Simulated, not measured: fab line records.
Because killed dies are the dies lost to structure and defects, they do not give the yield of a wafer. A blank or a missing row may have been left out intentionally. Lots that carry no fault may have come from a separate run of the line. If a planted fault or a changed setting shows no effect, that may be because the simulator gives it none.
fab line records -- flow sky130
[record] lots = 13, wafers = 39, lastDay = 50
route steps=708 shown LDD_HVP@285 LDD_LDN@292 SD_N@356 LI_CONTACT@364
lots untouched by any fault: they come from a run of this same line in which no faults occurred
startH: hours from the record's opening day to when the first of the lot's shown wafers began -- waitH: hours since the lot's step before -- " identical to the entry in the row above -- L1.1+2: one row covering several wafers at once -- - no value present, or no start provided -- * or withheld: withheld -- < > ~ a bound
route shown NAME@n: a module of which the file shows steps, and the number in the route of the first -- usual: average and standard deviation across the fault-free wafers -- same: alike in all rows -- chamber/n: place in a boat -- sites: each site's reading -- _std_site: standard deviation across them -- _edge_site: outer sites' mean less inner sites' -- radiusMm: for every site, how far away it sits from the centre of the wafer -- mask NAME#n: copy n -- behind: the most recent tool/chamber to have shaped the wafer -- hold: what put the lot on hold/how long, in hours/how the hold closed -- device: names the non-switching transistor (n, p or np) -- end of line: tests of these same wafers at the route's end -- a step without rows: its recipe alone -- killed: not the wafer's yield, but the dies lost to structure and defects at the first sort -- map: a wafer's dies, x killed, . not, _ none there
set.NAME: setting as actually run; set.NAME@STEP: the setting as run at that earlier step -- model.NAME: the simulator's own value behind a step, which no gauge read
steps of the route over a sample of lots; a table a step, a row a wafer
services: from which hour (startH, from the record's first day; less than 0 if before it) a tool's chamber was out of use, for how many hours, and why
[[steps]]
[step SKY_LDD_HVP_OVL_MEAS_07]
[usual] LDD_HVP_OVL = -0.6/1.4
lot.wafer,tool,chamber,startH,waitH,LDD_HVP_OVL[nm]
L619.1,overlay-01,-,504.38,0.1,0.7
L619.3,overlay-01,-,504.38,0.1,1.9
L619.4,overlay-01,-,504.38,0.1,1.2
L620.3,overlay-02,-,518.80,0.1,1.0
L620.4,overlay-02,-,518.80,0.1,-2.4
L620.6,overlay-02,-,518.80,0.1,-0.6
L621.3,overlay-01,-,518.94,0.1,1.3
L621.4,overlay-01,-,518.94,0.1,-1.4
L621.6,overlay-01,-,518.94,0.1,1.9
L623.4,overlay-02,-,532.65,0.1,-1.2
L623.5,overlay-02,-,532.65,0.1,0.4
L623.6,overlay-02,-,532.65,0.1,-0.6
L627.1,overlay-02,-,577.38,0.1,-1.9
L627.2,overlay-02,-,577.38,0.1,-0.9
L627.3,overlay-02,-,577.38,0.1,-0.9
L628.1,overlay-02,-,580.89,0.1,-0.9
L628.4,overlay-02,-,580.89,0.1,-0.4
L628.6,overlay-02,-,580.89,0.1,0.2
L629.1,overlay-02,-,588.79,0.1,-2.1
L629.3,overlay-02,-,588.79,0.1,-2.3
L629.5,overlay-02,-,588.79,0.1,-2.9
L630.2,overlay-01,-,596.28,0.1,1.6
L630.4,overlay-01,-,596.28,0.1,0.6
L630.6,overlay-01,-,596.28,0.1,1.6
L637.1,overlay-01,-,645.29,0.1,-1.7
L637.4,overlay-01,-,645.29,0.1,-2.7
L637.6,overlay-01,-,645.29,0.1,-0.6
L638.1,overlay-01,-,656.98,0.1,-0.3
L638.4,overlay-01,-,656.98,0.1,-0.7
L638.6,overlay-01,-,656.98,0.1,-0.2
L639.1,overlay-02,-,665.68,0.1,-1.4
L639.4,overlay-02,-,665.68,0.1,0.6
L639.6,overlay-02,-,665.68,0.1,-0.4
L640.1,overlay-01,-,672.29,0.1,2.7
L640.3,overlay-01,-,672.29,0.1,2.4
L640.6,overlay-01,-,672.29,0.1,0.9
L641.2,overlay-02,-,679.25,0.1,-2.1
L641.5,overlay-02,-,679.25,0.1,0.0
L641.6,overlay-02,-,679.25,0.1,-0.9
[step SKY_LDD_LDN_SOFTBAKE_03]
[recipe] tempC = 90, timeS = 60, resist = NOVOLAK
[usual] heaterPowerTotalW = 56.58/0.049, plateTempC = 90.02/0.12, resistLineTempC = 22.99/0.11
lot.wafer,tool,chamber,startH,waitH,heaterPowerTotalW,plateTempC,resistLineTempC
L619.1,lithoTrack-01,0,519.38,0.1,56.53,90.02,22.88
L619.3,lithoTrack-01,0,519.38,0.1,56.62,89.90,23.01
L619.4,lithoTrack-01,0,519.38,0.1,56.56,90.10,22.81
L620.3,lithoTrack-04,0,533.85,0.1,56.63,90.13,22.97
L620.4,lithoTrack-04,0,533.85,0.1,56.57,90.03,22.97
L620.6,lithoTrack-04,0,533.85,0.1,56.61,89.82,23.05
L621.3,lithoTrack-01,0,533.93,0.1,56.63,90.13,22.81
L621.4,lithoTrack-01,0,533.93,0.1,56.52,90.09,22.84
L621.6,lithoTrack-01,0,533.93,0.1,56.63,90.07,22.83
L623.4,lithoTrack-01,0,548.11,0.1,56.57,90.06,23.12
L623.5,lithoTrack-01,0,548.11,0.1,56.64,90.13,23.03
L623.6,lithoTrack-01,0,548.11,0.1,56.56,90.19,23.02
L627.1,lithoTrack-04,0,591.80,0.1,56.62,90.08,23.11
L627.2,lithoTrack-04,0,591.80,0.1,56.64,89.95,23.14
L627.3,lithoTrack-04,0,591.80,0.1,56.64,90.03,22.95
L628.1,lithoTrack-02,0,595.64,0.1,56.57,90.11,22.92
L628.4,lithoTrack-02,0,595.64,0.1,56.54,89.99,22.92
L628.6,lithoTrack-02,0,595.64,0.1,56.66,90.13,22.92
L629.1,lithoTrack-04,0,603.85,0.1,55.62,89.01,23.03
L629.3,lithoTrack-04,0,603.85,0.1,55.67,88.91,22.85
L629.5,lithoTrack-04,0,603.85,0.1,55.72,89.06,22.84
L630.2,lithoTrack-04,0,610.38,0.1,55.74,88.99,22.91
L630.4,lithoTrack-04,0,610.38,0.1,55.60,89.03,23.02
L630.6,lithoTrack-04,0,610.38,0.1,55.66,88.91,23.02
L637.1,lithoTrack-01,0,660.48,0.1,56.65,89.90,23.02
L637.4,lithoTrack-01,0,660.48,0.1,56.64,90.00,22.92
L637.6,lithoTrack-01,0,660.48,0.1,56.58,89.96,22.99
L638.1,lithoTrack-04,0,671.15,0.1,56.52,89.98,23.03
L638.4,lithoTrack-04,0,671.15,0.1,56.52,90.12,22.93
L638.6,lithoTrack-04,0,671.15,0.1,56.50,89.87,23.09
L639.1,lithoTrack-02,0,679.69,0.1,56.53,89.95,22.98
L639.4,lithoTrack-02,0,679.69,0.1,56.62,90.17,23.00
L639.6,lithoTrack-02,0,679.69,0.1,56.65,90.05,22.92
L640.1,lithoTrack-01,0,686.93,0.1,56.56,90.21,23.06
L640.3,lithoTrack-01,0,686.93,0.1,56.63,90.16,23.02
L640.6,lithoTrack-01,0,686.93,0.1,56.58,90.15,23.06
L641.2,lithoTrack-04,0,693.78,0.1,56.60,90.30,22.84
L641.5,lithoTrack-04,0,693.78,0.1,56.52,90.16,22.88
L641.6,lithoTrack-04,0,693.78,0.1,56.57,90.17,22.82
[step SKY_SD_N_RTA_14]
[recipe] tempC = 1075, timeS = 2, idleTempC = 650, rampUpCPerS = 150, rampDownCPerS = 90, ambient = N2
[usual] lampPowerPct = 15.74/0.054, wafer_temp_C_max = 1078.2/1.3
lot.wafer,tool,chamber,startH,waitH,lampPowerPct,wafer_temp_C_max
L619.1,rtpAnneal-01,0,654.45,0.0,15.71,1077.2
L619.3,rtpAnneal-01,0,654.45,0.0,15.84,1079.2
L619.4,rtpAnneal-01,0,654.45,0.0,15.75,1077.2
L620.3,rtpAnneal-02,0,668.82,0.0,15.68,1078.6
L620.4,rtpAnneal-02,0,668.82,0.0,15.73,1079.4
L620.6,rtpAnneal-02,0,668.82,0.0,15.75,1077.9
L621.3,rtpAnneal-01,0,670.09,0.0,15.74,1079.0
L621.4,rtpAnneal-01,0,670.09,0.0,15.75,1076.9
L621.6,rtpAnneal-01,0,670.09,0.0,15.69,1078.4
L623.4,rtpAnneal-01,0,682.63,0.0,15.76,1079.5
L623.5,rtpAnneal-01,0,682.63,0.0,15.76,1077.3
L623.6,rtpAnneal-01,0,682.63,0.0,15.77,1077.5
L627.1,rtpAnneal-01,0,722.37,0.0,15.71,1076.8
L627.2,rtpAnneal-01,0,722.37,0.0,15.73,1076.6
L627.3,rtpAnneal-01,0,722.37,0.0,15.82,1076.4
L628.1,rtpAnneal-02,0,725.32,0.0,15.64,1077.3
L628.4,rtpAnneal-02,0,725.32,0.0,15.73,1076.9
L628.6,rtpAnneal-02,0,725.32,0.0,15.75,1077.4
L629.1,rtpAnneal-01,0,735.58,0.0,15.73,1080.5
L629.3,rtpAnneal-01,0,735.58,0.0,15.57,1078.5
L629.5,rtpAnneal-01,0,735.58,0.0,15.68,1078.7
L630.2,rtpAnneal-02,0,739.51,0.0,15.80,1077.9
L630.4,rtpAnneal-02,0,739.51,0.0,15.75,1076.7
L630.6,rtpAnneal-02,0,739.51,0.0,15.73,1076.7
L637.1,rtpAnneal-01,0,787.51,0.0,15.72,1077.5
L637.4,rtpAnneal-01,0,787.51,0.0,15.83,1078.9
L637.6,rtpAnneal-01,0,787.51,0.0,15.70,1077.4
L638.1,rtpAnneal-02,0,797.52,0.0,15.69,1079.8
L638.4,rtpAnneal-02,0,797.52,0.0,15.77,1078.8
L638.6,rtpAnneal-02,0,797.52,0.0,15.67,1077.0
L639.1,rtpAnneal-01,0,806.21,0.0,15.72,1078.6
L639.4,rtpAnneal-01,0,806.21,0.0,15.79,1078.6
L639.6,rtpAnneal-01,0,806.21,0.0,15.64,1080.7
L640.1,rtpAnneal-02,0,828.26,0.0,15.66,1079.1
L640.3,rtpAnneal-02,0,828.26,0.0,15.74,1079.5
L640.6,rtpAnneal-02,0,828.26,0.0,15.71,1076.9
L641.2,rtpAnneal-01,0,828.48,0.0,15.76,1078.6
L641.5,rtpAnneal-01,0,828.48,0.0,15.75,1077.7
L641.6,rtpAnneal-01,0,828.48,0.0,15.82,1077.8
[step SKY_LI_CONTACT_CMP_02]
[recipe] material = PSG, downForcePsi = 4, platenRpm = 60, padVelocityMS = 0.94248
[usual] motorCurrentA = 11.4/0.82, platenRpm = 59.99/0.042, timeToEndpointS = 34/4.6
lot.wafer,tool,chamber,startH,waitH,motorCurrentA,platenRpm,timeToEndpointS
L619.4,cmp-02,1,655.18,0.0,12.3,60.04,36
L619.1,cmp-02,3,655.18,0.0,11.1,59.92,34
L619.3,cmp-02,0,655.18,0.0,12.5,59.97,31
L620.4,cmp-02,2,669.58,0.1,10.6,59.95,40
L620.3,cmp-02,0,669.58,0.1,12.1,59.93,32
L620.6,cmp-02,1,669.58,0.1,12.4,59.95,41
L621.4,cmp-01,1,670.88,0.1,11.4,60.03,36
L621.3,cmp-01,2,670.88,0.1,10.1,60.02,29
L621.6,cmp-01,0,670.88,0.1,12.6,59.97,33
L623.4,cmp-01,0,683.42,0.1,12.0,60.04,28
L623.5,cmp-01,2,683.42,0.1,9.8,60.03,26
L623.6,cmp-01,3,683.42,0.1,11.2,60.01,32
L627.2,cmp-02,0,723.13,0.0,12.7,60.05,31
L627.1,cmp-02,1,723.13,0.0,12.1,59.95,41
L627.3,cmp-02,3,723.13,0.0,11.1,60.00,39
L628.4,cmp-02,3,726.36,0.3,10.9,60.03,39
L628.1,cmp-02,2,726.36,0.3,10.2,59.94,37
L628.6,cmp-02,0,726.36,0.3,12.5,59.93,34
L629.1,cmp-01,3,736.40,0.1,11.2,60.01,29
L629.3,cmp-01,0,736.40,0.1,12.3,59.99,30
L629.5,cmp-01,2,736.40,0.1,10.5,60.03,26
L630.4,cmp-01,2,740.31,0.1,10.7,60.01,30
L630.2,cmp-01,3,740.31,0.1,11.7,60.02,35
L630.6,cmp-01,1,740.31,0.1,11.7,60.02,36
L637.4,cmp-02,0,788.22,0.0,12.0,60.08,33
L637.1,cmp-02,1,788.22,0.0,11.6,59.98,38
L637.6,cmp-02,0,788.22,0.0,13.5,60.01,32
L638.4,cmp-02,1,798.23,0.0,11.9,59.97,41
L638.1,cmp-02,2,798.23,0.0,10.5,59.94,36
L638.6,cmp-02,1,798.23,0.0,11.6,60.00,40
L639.4,cmp-02,0,807.16,0.3,11.6,59.96,30
L639.1,cmp-02,1,807.16,0.3,11.8,60.07,42
L639.6,cmp-02,3,807.16,0.3,11.5,60.01,37
L640.3,cmp-01,1,829.05,0.1,11.4,60.01,35
L640.1,cmp-01,3,829.05,0.1,11.4,60.01,32
L640.6,cmp-01,1,829.05,0.1,12.2,60.01,36
L641.2,cmp-02,1,829.39,0.2,11.7,60.08,41
L641.5,cmp-02,2,829.39,0.2,10.0,59.96,37
L641.6,cmp-02,3,829.39,0.2,10.9,59.97,37
[[services]]
tool,chamber,startH,hours,kind
cmp-02,-,527.55,2.4,repair
cmp-01,-,532.59,0.5,repair
rtpAnneal-02,-,536.71,8.9,pm
cmp-01,-,537.48,1.4,repair
cmp-01,-,554.84,4.6,pm
cmp-02,-,559.73,4.4,pm
rtpAnneal-02,-,565.53,1.8,pm
cmp-01,-,572.00,4.0,pm
cmp-01,-,576.00,-,consumableReplace:conditioner
cmp-01,-,576.00,-,consumableReplace:pad
cmp-02,-,594.99,0.4,repair
cmp-02,-,659.04,2.1,repair
cmp-02,-,674.45,3.7,repair
cmp-02,-,684.36,0.3,repair
cmp-01,-,722.84,5.5,pm
cmp-02,-,728.62,5.1,repair
cmp-02,-,744.00,4.0,pm
cmp-02,-,748.00,-,consumableReplace:conditioner
cmp-02,-,748.00,-,consumableReplace:pad
cmp-02,-,754.48,8.9,pm
cmp-02,-,764.97,1.2,repair
rtpAnneal-01,-,769.46,3.8,pm
cmp-01,-,801.83,9.2,pm
[[key]]
[firstSign] step = SKY_LDD_LDN_SOFTBAKE_03, reading = heaterPowerTotalW, direction = down, sigmas = 19, usual = *, struck = *
[effect] step = SKY_LDD_LDN_SOFTBAKE_03, reading = plateTempC, direction = down, sigmas = 8.3, usual = *, struck = *
metAt SKY_LDD_LDN_SOFTBAKE_03
struckLots L629,L630
testerLeftOut L629,L630
notActingAt SKY_LDD_HVP_OVL_MEAS_07,SKY_SD_N_RTA_14,SKY_LI_CONTACT_CMP_02
onsetBetween 591.80 603.85
[fault] kind = processParameterDrift, tool = lithoTrack-04, chamber = -, onsetH = 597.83, steps = SKY_LDD_LDN_SOFTBAKE_03, channel = tempC, offset = *, shape = step, endH = 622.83, actsIn = *, stated = *
// testerLeftOut: of these lots the tester's yield and bins aren't shown, on N5 and GAA mostly nor the transistor test; their killed dies are dies lost to structure and defects alone, not to doping, threshold or leakage, so they don't give the yield
